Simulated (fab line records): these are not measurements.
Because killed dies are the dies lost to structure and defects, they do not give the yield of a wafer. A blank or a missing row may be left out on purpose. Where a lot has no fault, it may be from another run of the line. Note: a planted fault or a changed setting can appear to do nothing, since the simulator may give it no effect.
Split-lot trial | flow sky130 | 23 wafers read across 5 lots, on a route 708 steps long

## SPLIT DETAILS
At SKY_VT_ADJUST_NCORE_IMPLANT_09, the setting energyKev was moved away from the recipe's 10 on 7 of the 23 wafers read, by +2.7% to +4.2%. The other wafers ran this setting at the recipe's value.

The split's own step is where the reading is taken.

## THE READING
The simulator's own value implant.drpNm, read by no gauge, in nm at SKY_VT_ADJUST_NCORE_IMPLANT_09. There is no usual value for it anywhere in the file.

wafer  | tool, chamber at the split | energyKev as run | against the recipe | implant.drpNm, nm | against lot-mates on the recipe
L074.1 | implanter-02, 0            | 10.35            | +3.5%              | 17.53             | +0.42
L074.5 | implanter-02, 0            | 10.35            | +3.5%              | 17.53             | +0.42
L074.3 | implanter-02, 0            | 10               | recipe             | 17.11             | -
L074.4 | implanter-02, 0            | 10               | recipe             | 17.11             | -
L074.6 | implanter-02, 0            | 10               | recipe             | 17.11             | -
L075.1 | implanter-04, 0            | 10               | recipe             | 17.11             | -
L075.3 | implanter-04, 0            | 10               | recipe             | 17.11             | -
L075.4 | implanter-04, 0            | 10               | recipe             | 17.11             | -
L075.5 | implanter-04, 0            | 10               | recipe             | 17.11             | -
L075.6 | implanter-04, 0            | 10               | recipe             | 17.11             | -
L078.2 | implanter-02, 0            | 10               | recipe             | 17.11             | -
L078.5 | implanter-02, 0            | 10               | recipe             | 17.11             | -
L078.3 | implanter-02, 0            | 10.27            | +2.7%              | 17.43             | +0.32
L078.4 | implanter-02, 0            | 10.27            | +2.7%              | 17.43             | +0.32
L078.6 | implanter-02, 0            | 10.27            | +2.7%              | 17.43             | +0.32
L079.1 | implanter-02, 0            | 10               | recipe             | 17.11             | -
L079.2 | implanter-02, 0            | 10               | recipe             | 17.11             | -
L079.3 | implanter-02, 0            | 10               | recipe             | 17.11             | -
L081.2 | implanter-02, 0            | 10.42            | +4.2%              | 17.61             | +0.50
L081.3 | implanter-02, 0            | 10.42            | +4.2%              | 17.61             | +0.50
L081.4 | implanter-02, 0            | 10               | recipe             | 17.11             | -
L081.5 | implanter-02, 0            | 10               | recipe             | 17.11             | -
L081.6 | implanter-02, 0            | 10               | recipe             | 17.11             | -

THE FIT
A straight line over all 23 wafers: implant.drpNm changes by +0.119 nm for each +1% of energyKev; r = +1.00; the points scatter about the line by 0.0011 nm.
The same after taking each lot's own level away (the mean of its wafers on the recipe; 23 wafers): +0.119 nm for each +1%; r = +1.00; scatter 0.0011 nm.
The reading moves by 0.5 nm for the largest change in energyKev, on that fit.
The lots' own levels span 17.110 to 17.110 nm.
The two slopes agree, so the slope changes little with the lot-to-lot level.
Check: with one of the wafers moved furthest among these (+4.2%) left out of the fit, the line predicts +0.501 nm for it against its lot-mates. It came out at +0.5 nm against them.

## OTHER SPLITS APPLIED TO THESE WAFERS
Note: prior to the reading, these wafers also went through further splits. Each is held against what the fit with the lots' levels taken away leaves over:
other split on the same wafers          | wafers away from the commonest value | r with implant.drpNm (lot level and that fit taken away)
SKY_FIELD_ISO_EXPOSE_10 doseMj          | 11                                   | -0.11
SKY_FIELD_ISO_ETCH_14 timeS             | 2                                    | +0.18
SKY_NWELL_IMPLANT_24 doseCm2            | 5                                    | +0.29
SKY_VT_ADJUST_HVTP_EXPOSE_04 doseMj     | 10                                   | +0.19
SKY_VT_ADJUST_LVTN_IMPLANT_08 doseCm2   | 5                                    | -0.65
SKY_VT_ADJUST_LVTN_IMPLANT_19 energyKev | 9                                    | -0.29
SKY_VT_ADJUST_NCORE_EXPOSE_04 doseMj    | 10                                   | +0.47

## THE WHOLE CHAIN: every reading that the file lists as answering this split, in the file's order
step                           | what it does | reading                                                        | change (the file's fit)               | r (the file's)
SKY_VT_ADJUST_NCORE_IMPLANT_09 |              | implant.rpNm (the simulator's own value, which no gauge read)  | +0.33 nm for each +1% of the setting  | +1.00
SKY_VT_ADJUST_NCORE_IMPLANT_09 |              | implant.drpNm (the simulator's own value, which no gauge read) | +0.118 nm for each +1% of the setting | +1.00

## FILE'S OWN FIT
implant.drpNm changes by +0.118 nm for each +1% of energyKev, r = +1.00.
